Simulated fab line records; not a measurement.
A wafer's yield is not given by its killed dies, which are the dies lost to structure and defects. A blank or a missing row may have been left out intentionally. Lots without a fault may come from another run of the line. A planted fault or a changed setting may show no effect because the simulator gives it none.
fab line records + flow sfq-line + part 2 of 2: steps 24 to 33 of 33
[record]
- lots = 5
- wafers = 15
- last-day = 91
route steps=325 shown JJ@186 M5@198 A5B@209 R5@212
lots that met no fault: taken from a fault-free run of the same line
start-h: the number of hours between the record's first day and the start of the first shown wafer of the lot + wait-h: hours since the lot's step before + " repeats the value in the row above + L1.1+2: a single row standing in for several wafers + - no value, or no start given + * or withheld: withheld + < > ~ a bound
route shown NAME@n: a module of which the file shows steps, and the number in the route of the first + usual: average and standard deviation across the fault-free wafers + same: alike in all rows + chamber/n: place in a boat + sites: each site's reading + _std_site: standard deviation across them + _edge_site: the outer-site mean with the inner-site mean subtracted + radius-mm: how far each site lies from the wafer's centre + mask NAME#n: copy n + behind: the most recent tool/chamber to have shaped the wafer + hold: what put the lot on hold/how long, in hours/how the hold closed + device: the n, p or np transistor that did not switch + end of line: the route-end tests of the same wafers + step lacking rows: just its recipe + killed: the dies lost at the first sort to structure and to defects; this is not the yield of the wafer + map: dies across one wafer; x = killed, . = not, _ = none there
set.NAME: the setting the step ran with; set.NAME@STEP: the setting that earlier step ran with + model.NAME: the simulator's own value behind a step, which no gauge read
certain route steps with their lots: each step a table, each wafer a row
services: from which hour (start-h, from the record's first day; less than 0 if before it) a tool's chamber was out of use, for how many hours, and why
[[steps]]
[step SFQ_TRILAYER_A5B_DEP_PECVD_129]
[recipe]
- material = SiO2
- temp-c = 150
- time-s = 133.33
- pressure-torr = 2.4
- rf-w = 183.3
- precursor = SiH4/N2O
- target-thk-nm = 600
[usual]
- heater-power-outer-w = 27/10
- heater-power-w = 77/16
- throttle-valve-pct = 23.9/0.88
| lot.wafer | tool     | chamber | start-h | wait-h | heater-power-outer-w | heater-power-w | throttle-valve-pct |
|-----------|----------|---------|---------|--------|----------------------|----------------|--------------------|
| L075.4    | pecvd-03 | 2       | 1345.35 | 0.0    | 38                   | 95             | 23.5               |
| L075.5    | "        | 1       | "       | "      | 28                   | 84             | 23.2               |
| L075.6    | "        | 0       | "       | "      | 30                   | 85             | 23.6               |
| L076.4    | pecvd-01 | 1       | 1346.55 | 0.0    | 9                    | 48             | 25.6               |
| L076.5    | "        | 0       | "       | "      | 38                   | 89             | 25.4               |
| L076.6    | "        | 2       | "       | "      | 20                   | 63             | 24.2               |
| L087.1    | pecvd-03 | 1       | 1562.36 | 0.0    | 29                   | 84             | 23.4               |
| L087.2    | "        | 2       | "       | "      | 43                   | 102            | 23.5               |
| L087.5    | "        | 1       | "       | "      | 17                   | 69             | 23.7               |
| L088.1    | pecvd-02 | 1       | 1563.56 | 0.0    | 37                   | 92             | 22.6               |
| L088.4    | "        | 2       | "       | "      | 16                   | 61             | 23.4               |
| L088.6    | "        | 0       | "       | "      | 23                   | 75             | 23.9               |
| L093.1    | pecvd-02 | 0       | 1693.96 | 0.0    | 24                   | 73             | 24.3               |
| L093.2    | "        | 1       | "       | "      | 35                   | 88             | 23.1               |
| L093.4    | "        | 0       | "       | "      | 26                   | 74             | 24.2               |
[step SFQ_TRILAYER_A5B_CMP_CMP_130]
[recipe]
- stop-on = Nb
- down-force-psi = 3
- platen-rpm = 60
- target-thk-nm = 340.7
[usual]
- motor-current-A = 10.5/1.1
| lot.wafer | tool   | chamber | start-h | wait-h | motor-current-A |
|-----------|--------|---------|---------|--------|-----------------|
| L075.4    | cmp-02 | 3       | 1347.72 | 2.3    | 11.4            |
| L075.5    | "      | 1       | 1348.72 | 3.3    | 9.4             |
| L075.6    | "      | 2       | "       | "      | 8.4             |
| L076.4    | cmp-01 | 3       | 1350.02 | 3.4    | 11.7            |
| L076.5    | "      | 0       | "       | "      | 11.6            |
| L076.6    | "      | 1       | "       | "      | 9.4             |
| L087.2    | cmp-01 | 1       | 1565.45 | 3.0    | 9.1             |
| L087.1    | "      | 0       | 1566.95 | 4.5    | 11.6            |
| L087.5    | "      | 2       | 1567.95 | 5.5    | 10.9            |
| L088.1    | cmp-01 | 3       | 1568.45 | 4.8    | 10.5            |
| L088.4    | "      | 0       | "       | "      | 12.2            |
| L088.6    | "      | 0       | 1570.95 | 7.3    | 11.4            |
| L093.1    | cmp-01 | 2       | 1694.05 | 0.0    | 11.3            |
| L093.2    | "      | 3       | "       | "      | 11.3            |
| L093.4    | "      | 0       | "       | "      | 11.9            |
[step SFQ_TRILAYER_A5B_METRO_MEASURE_131]
[usual]
- thk-nm = 338/6.7
| lot.wafer | tool          | chamber | start-h | wait-h | thk-nm |
|-----------|---------------|---------|---------|--------|--------|
| L075.4    | film-metro-04 | -       | 1350.32 | 2.1    | 333    |
| L075.5    | "             | -       | "       | "      | 337    |
| L075.6    | "             | -       | "       | "      | 330    |
| L076.4    | film-metro-01 | -       | 1352.12 | 1.6    | 353    |
| L076.5    | "             | -       | "       | "      | 342    |
| L076.6    | "             | -       | "       | "      | 341    |
| L087.1    | film-metro-01 | -       | 1568.45 | 1.0    | 330    |
| L087.2    | "             | -       | "       | "      | 335    |
| L087.5    | "             | -       | "       | "      | 323    |
| L088.1    | film-metro-03 | -       | 1571.45 | 2.5    | 347    |
| L088.4    | "             | -       | "       | "      | 334    |
| L088.6    | "             | -       | "       | "      | 342    |
| L093.1    | film-metro-03 | -       | 1697.05 | 2.5    | 337    |
| L093.2    | "             | -       | "       | "      | 349    |
| L093.4    | "             | -       | "       | "      | 335    |
[step SFQ_TRILAYER_R5_DEP_SPUTTER_132]
[recipe]
- material = Ti
- base-pressure-pa = 1.33e-06
- target-thk-nm = 5
- power-w = 2000
- time-s = 5
- chamber-pressure-pa = 0.4
[usual]
- throttle-valve-pct = 29.9/1
| lot.wafer | tool           | chamber | start-h | wait-h | throttle-valve-pct |
|-----------|----------------|---------|---------|--------|--------------------|
| L075.4    | pvd-sputter-04 | -       | 1350.92 | 0.4    | 29.7               |
| L075.5    | "              | -       | "       | "      | 29.9               |
| L075.6    | "              | -       | "       | "      | 29.6               |
| L076.4    | pvd-sputter-04 | -       | 1352.72 | 0.4    | 29.5               |
| L076.5    | "              | -       | "       | "      | 29.8               |
| L076.6    | "              | -       | "       | "      | 30.4               |
| L087.1    | pvd-sputter-04 | -       | 1569.65 | 1.0    | 30.1               |
| L087.2    | "              | -       | "       | "      | 29.6               |
| L087.5    | "              | -       | "       | "      | 31.7               |
| L088.1    | pvd-sputter-06 | -       | 1572.65 | 1.0    | 28.7               |
| L088.4    | "              | -       | "       | "      | 30.8               |
| L088.6    | "              | -       | "       | "      | 31.0               |
| L093.1    | pvd-sputter-04 | -       | 1698.25 | 1.0    | 29.8               |
| L093.2    | "              | -       | "       | "      | 31.5               |
| L093.4    | "              | -       | "       | "      | 29.6               |
[step SFQ_TRILAYER_R5_DEP_SPUTTER_133]
[recipe]
- material = MoNx
- base-pressure-pa = 1.33e-06
- target-thk-nm = 40
- power-w = 1000
- time-s = 66.7
- chamber-pressure-pa = 0.4
[usual]
- throttle-valve-pct = 29.9/1.1
| lot.wafer | tool           | chamber | start-h | wait-h | throttle-valve-pct |
|-----------|----------------|---------|---------|--------|--------------------|
| L075.4    | pvd-sputter-04 | -       | 1350.94 | 0.0    | 29.8               |
| L075.5    | "              | -       | "       | "      | 30.0               |
| L075.6    | "              | -       | "       | "      | 29.7               |
| L076.4    | pvd-sputter-04 | -       | 1352.74 | 0.0    | 29.8               |
| L076.5    | "              | -       | "       | "      | 29.9               |
| L076.6    | "              | -       | "       | "      | 30.6               |
| L087.1    | pvd-sputter-04 | -       | 1569.67 | 0.0    | 29.9               |
| L087.2    | "              | -       | "       | "      | 29.7               |
| L087.5    | "              | -       | "       | "      | 31.4               |
| L088.1    | pvd-sputter-06 | -       | 1572.68 | 0.0    | 28.5               |
| L088.4    | "              | -       | "       | "      | 31.0               |
| L088.6    | "              | -       | "       | "      | 30.9               |
| L093.1    | pvd-sputter-04 | -       | 1698.27 | 0.0    | 29.5               |
| L093.2    | "              | -       | "       | "      | 31.8               |
| L093.4    | "              | -       | "       | "      | 29.5               |
[step SFQ_TRILAYER_R5_DEP_SPUTTER_134]
[recipe]
- material = Ti
- base-pressure-pa = 1.33e-06
- target-thk-nm = 5
- power-w = 2000
- time-s = 5
- chamber-pressure-pa = 0.4
[usual]
- throttle-valve-pct = 29.9/1.1
| lot.wafer | tool           | chamber | start-h | wait-h | throttle-valve-pct |
|-----------|----------------|---------|---------|--------|--------------------|
| L075.4    | pvd-sputter-04 | -       | 1351.00 | 0.0    | 29.5               |
| L075.5    | "              | -       | "       | "      | 30.1               |
| L075.6    | "              | -       | "       | "      | 29.6               |
| L076.4    | pvd-sputter-04 | -       | 1352.80 | 0.0    | 29.8               |
| L076.5    | "              | -       | "       | "      | 30.0               |
| L076.6    | "              | -       | "       | "      | 30.5               |
| L087.1    | pvd-sputter-04 | -       | 1569.73 | 0.0    | 30.1               |
| L087.2    | "              | -       | "       | "      | 29.6               |
| L087.5    | "              | -       | "       | "      | 31.4               |
| L088.1    | pvd-sputter-06 | -       | 1572.73 | 0.0    | 28.6               |
| L088.4    | "              | -       | "       | "      | 31.1               |
| L088.6    | "              | -       | "       | "      | 30.9               |
| L093.1    | pvd-sputter-04 | -       | 1698.33 | 0.0    | 29.9               |
| L093.2    | "              | -       | "       | "      | 31.0               |
| L093.4    | "              | -       | "       | "      | 29.8               |
[step SFQ_R5_RS_MEAS_933]
[recipe]
- thk-meas-gauge = four-point-probe
- reads = Ti_of_TRILAYER_R5_DEP_SPUTTER_134+MoNx_of_TRILAYER_R5_DEP_SPUTTER_133+Ti_of_TRILAYER_R5_DEP_SPUTTER_132
[usual]
- R5_MONX_RS = 7.09/0.088
| lot.wafer | tool          | chamber | start-h | wait-h | R5_MONX_RS[ohm/sq] |
|-----------|---------------|---------|---------|--------|--------------------|
| L075.4    | film-metro-01 | -       | 1351.08 | 0.1    | 7.06               |
| L075.5    | "             | -       | "       | "      | 7.02               |
| L075.6    | "             | -       | "       | "      | 7.05               |
| L076.4    | film-metro-02 | -       | 1352.88 | 0.1    | 7.10               |
| L076.5    | "             | -       | "       | "      | 7.06               |
| L076.6    | "             | -       | "       | "      | 7.09               |
| L087.1    | film-metro-02 | -       | 1569.75 | 0.0    | 6.96               |
| L087.2    | "             | -       | "       | "      | 6.93               |
| L087.5    | "             | -       | "       | "      | 6.98               |
| L088.1    | film-metro-02 | -       | 1572.76 | 0.0    | 7.13               |
| L088.4    | "             | -       | "       | "      | 7.23               |
| L088.6    | "             | -       | "       | "      | 7.09               |
| L093.1    | film-metro-01 | -       | 1698.35 | 0.0    | 7.14               |
| L093.2    | "             | -       | "       | "      | 7.26               |
| L093.4    | "             | -       | "       | "      | 7.11               |
[step SFQ_R5_THK_MEAS_934]
[recipe]
- thk-meas-gauge = xrf
- reads = MoNx_of_TRILAYER_R5_DEP_SPUTTER_133
[usual]
- R5_MONX_THK = 39.9/0.55
| lot.wafer | tool          | chamber | start-h | wait-h | R5_MONX_THK[nm] |
|-----------|---------------|---------|---------|--------|-----------------|
| L075.4    | film-metro-01 | -       | 1351.17 | 0.1    | 40.0            |
| L075.5    | "             | -       | "       | "      | 40.1            |
| L075.6    | "             | -       | "       | "      | 40.3            |
| L076.4    | film-metro-02 | -       | 1352.97 | 0.1    | 40.2            |
| L076.5    | "             | -       | "       | "      | 40.3            |
| L076.6    | "             | -       | "       | "      | 40.0            |
| L087.1    | film-metro-02 | -       | 1569.87 | 0.1    | 40.7            |
| L087.2    | "             | -       | "       | "      | 40.7            |
| L087.5    | "             | -       | "       | "      | 40.6            |
| L088.1    | film-metro-02 | -       | 1572.88 | 0.1    | 39.3            |
| L088.4    | "             | -       | "       | "      | 38.7            |
| L088.6    | "             | -       | "       | "      | 39.8            |
| L093.1    | film-metro-01 | -       | 1698.47 | 0.1    | 39.9            |
| L093.2    | "             | -       | "       | "      | 38.9            |
| L093.4    | "             | -       | "       | "      | 39.7            |
[step SFQ_TRILAYER_R5_LITHO_COAT_141]
[recipe]
- resist = BARC
- spin-rpm = 3000
- resist-thk-nm = 62
[usual]
- dispense-pressure-kPa = 48.5/2.9
- resist-line-temp-C = 23.01/0.1
| lot.wafer | tool           | chamber | start-h | wait-h | dispense-pressure-kPa | resist-line-temp-C |
|-----------|----------------|---------|---------|--------|-----------------------|--------------------|
| L075.4    | litho-track-02 | 0       | 1351.35 | 0.2    | 50.6                  | 22.86              |
| L075.5    | "              | 0       | "       | "      | 50.6                  | 23.00              |
| L075.6    | "              | 0       | "       | "      | 50.6                  | 23.06              |
| L076.4    | litho-track-02 | 0       | 1353.15 | 0.2    | 50.6                  | 22.93              |
| L076.5    | "              | 0       | "       | "      | 50.6                  | 22.82              |
| L076.6    | "              | 0       | "       | "      | 50.6                  | 22.96              |
| L087.1    | litho-track-03 | 0       | 1569.93 | 0.1    | 44.7                  | 23.00              |
| L087.2    | "              | 0       | "       | "      | 44.8                  | 22.87              |
| L087.5    | "              | 0       | "       | "      | 44.7                  | 22.93              |
| L088.1    | litho-track-02 | 0       | 1572.94 | 0.1    | 50.7                  | 23.09              |
| L088.4    | "              | 0       | "       | "      | 50.7                  | 23.23              |
| L088.6    | "              | 0       | "       | "      | 50.6                  | 23.02              |
| L093.1    | litho-track-02 | 0       | 1698.53 | 0.1    | 50.6                  | 23.00              |
| L093.2    | "              | 0       | "       | "      | 50.6                  | 23.02              |
| L093.4    | "              | 0       | "       | "      | 50.6                  | 23.01              |
[step SFQ_TRILAYER_R5_LITHO_COAT_136]
[recipe]
- resist = KrF
- spin-rpm = 3000
- resist-thk-nm = 600
[usual]
- dispense-pressure-kPa = 48.5/2.9
- resist-line-temp-C = 22.99/0.1
| lot.wafer | tool           | chamber | start-h | wait-h | dispense-pressure-kPa | resist-line-temp-C |
|-----------|----------------|---------|---------|--------|-----------------------|--------------------|
| L075.4    | litho-track-02 | 0       | 1351.65 | 0.2    | 50.6                  | 22.95              |
| L075.5    | "              | 0       | "       | "      | 50.6                  | 23.01              |
| L075.6    | "              | 0       | "       | "      | 50.6                  | 23.19              |
| L076.4    | litho-track-02 | 0       | 1353.45 | 0.2    | 50.6                  | 22.76              |
| L076.5    | "              | 0       | "       | "      | 50.6                  | 22.89              |
| L076.6    | "              | 0       | "       | "      | 50.6                  | 22.78              |
| L087.1    | litho-track-03 | 0       | 1570.23 | 0.2    | 44.7                  | 22.97              |
| L087.2    | "              | 0       | "       | "      | 44.7                  | 22.87              |
| L087.5    | "              | 0       | "       | "      | 44.7                  | 22.89              |
| L088.1    | litho-track-02 | 0       | 1573.24 | 0.2    | 50.7                  | 23.08              |
| L088.4    | "              | 0       | "       | "      | 50.6                  | 23.02              |
| L088.6    | "              | 0       | "       | "      | 50.6                  | 23.05              |
| L093.1    | litho-track-02 | 0       | 1698.83 | 0.2    | 50.6                  | 22.91              |
| L093.2    | "              | 0       | "       | "      | 50.6                  | 22.88              |
| L093.4    | "              | 0       | "       | "      | 50.6                  | 22.79              |
[[services]]
| tool           | chamber | start-h | hours | kind   |
|----------------|---------|---------|-------|--------|
| krf-scanner-02 | -       | 1151.22 | 4.0   | pm     |
| krf-scanner-02 | -       | 1169.81 | 0.2   | repair |
| rie-metal-02   | 0       | 1177.78 | 2.8   | repair |
| krf-scanner-02 | -       | 1199.15 | 1.3   | pm     |
| krf-scanner-02 | -       | 1212.95 | 4.4   | pm     |
| rie-metal-02   | 1       | 1213.46 | 10.4  | repair |
| rie-metal-03   | 1       | 1221.61 | 14.0  | repair |
| pvd-sputter-04 | -       | 1222.40 | 9.2   | repair |
| krf-scanner-02 | -       | 1225.94 | 0.2   | repair |
| pvd-sputter-04 | -       | 1235.63 | 1.6   | repair |
| pvd-sputter-04 | -       | 1267.23 | 2.7   | repair |
| pvd-sputter-04 | -       | 1333.81 | 1.1   | repair |
| rie-metal-03   | -       | 1351.27 | 0.1   | repair |
| pvd-sputter-04 | -       | 1359.00 | 2.3   | repair |
| rie-metal-03   | -       | 1381.51 | 1.1   | repair |
| pvd-sputter-04 | -       | 1395.43 | 2.1   | repair |
| rie-metal-04   | 1       | 1402.56 | 11.6  | repair |
| rie-metal-04   | -       | 1458.18 | 2.8   | pm     |
| rie-metal-04   | -       | 1503.67 | 0.6   | repair |
| rie-metal-03   | -       | 1518.38 | 0.8   | repair |
| rie-metal-04   | -       | 1598.76 | 1.4   | pm     |
| rie-metal-03   | -       | 1599.39 | 14.6  | pm     |
| pvd-sputter-04 | -       | 1615.60 | 53.1  | repair |
| rie-metal-03   | -       | 1698.44 | 0.2   | repair |
